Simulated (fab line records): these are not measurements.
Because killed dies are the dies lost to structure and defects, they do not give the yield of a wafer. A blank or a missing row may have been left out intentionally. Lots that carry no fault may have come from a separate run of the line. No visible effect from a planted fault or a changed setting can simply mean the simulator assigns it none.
8D (eight disciplines) problem report, filled in by code ; flow gf180mcu ; the parts of the form that need people (team, actions taken, sign-off) are left out

## 1. PROBLEM STATEMENT
Wafers free of any fault read -0.4 nm (standard deviation 1.3) for LVPWELL_OVL at GF_LVPWELL_OVL_MEAS_07, against a mean of 173.0 nm on 6 wafers of 2 lots. That is +99 or more standard deviations from the usual mean.
First observed at day 8 20:24: wafer L621.1, on overlay-02. Wafers with a number at this step in the record: 42, from 14 lots. Rule for "out", or "out of limits": more than 4 standard deviations from the usual mean. The other wafers with a number count as sound.

## 2. WHAT IT IS; WHAT IT IS NOT
question;is;is not
which readings at this step;LVPWELL_OVL;-
which lots;L621, L623;L600, L602, L604, L605, L606, L608, L609, L610, L611, L612, L614, L617
which wafers of those lots;all that have a number;-
read on which gauges;overlay-01, overlay-02;-
when;from day 8 20:24;up to then (36 sound wafers)

## 3. WHAT RULES OUT EACH SUSPECT
Counting: a tool at any process step up to the reading remains a suspect when it ran all the lots that are out and ran no sound lot after the first of those.
- the gauge at GF_LVPWELL_OVL_MEAS_07 is ruled out. 2 gauges (overlay-01, overlay-02) read the wafers that are out.
- iline stepper-02 at GF_LVPWELL_EXPOSE_04 (exposes mask LVPWELL, target cd 600 nm): kept. Every lot that is out went through it, starting with L621 (day 8 12:30), and after that it ran no sound lot; the last sound lot it ran before then is L617 (day 7 12:42).
The count leaves iline stepper-02 at GF_LVPWELL_EXPOSE_04.

## 4. THE CAUSE (what the simulator had put in)
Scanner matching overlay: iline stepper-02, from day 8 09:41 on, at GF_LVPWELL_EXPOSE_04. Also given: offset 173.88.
The count eliminated every tool but this one.

## 5. THE EFFECT CHAIN, in route order
Each row: a reading where the mean over the struck wafers with a number is more than 3 standard deviations away from the usual. Only readings for which the record gives a usual standard deviation are gone through. hours: the time from each lot's start at the first step in this table that gives one to its start at this step, as a median over the lots. sigmas: the change in usual standard deviations.
hours;step;reading;usual;on struck wafers;change;sigmas
0;GF_LVPWELL_OVL_MEAS_07;LVPWELL_OVL;-0.4 nm;173.0;+173.4;+99 or more
Later steps that measure or inspect, where all struck wafers having a row at the step show a number for every such reading and not one has moved that far: GF_VT_IMPLANT_OVL_MEAS_29.

## 6. HOW IT WOULD HAVE BEEN CAUGHT EARLIER
11 hours passed between the start of the fault at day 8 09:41 and the first reading out of limits at a measuring or inspecting step in this record, taken at day 8 20:24.
No tool reading at GF_LVPWELL_EXPOSE_04 that has a usual standard deviation in the record was out on any struck wafer, so an alarm limit of 4 standard deviations on those readings would not have fired.
L623, from the lots that are out (2), started GF_LVPWELL_EXPOSE_04 on iline stepper-02 later than day 8 20:24. Holding the tool at that time would have saved it.
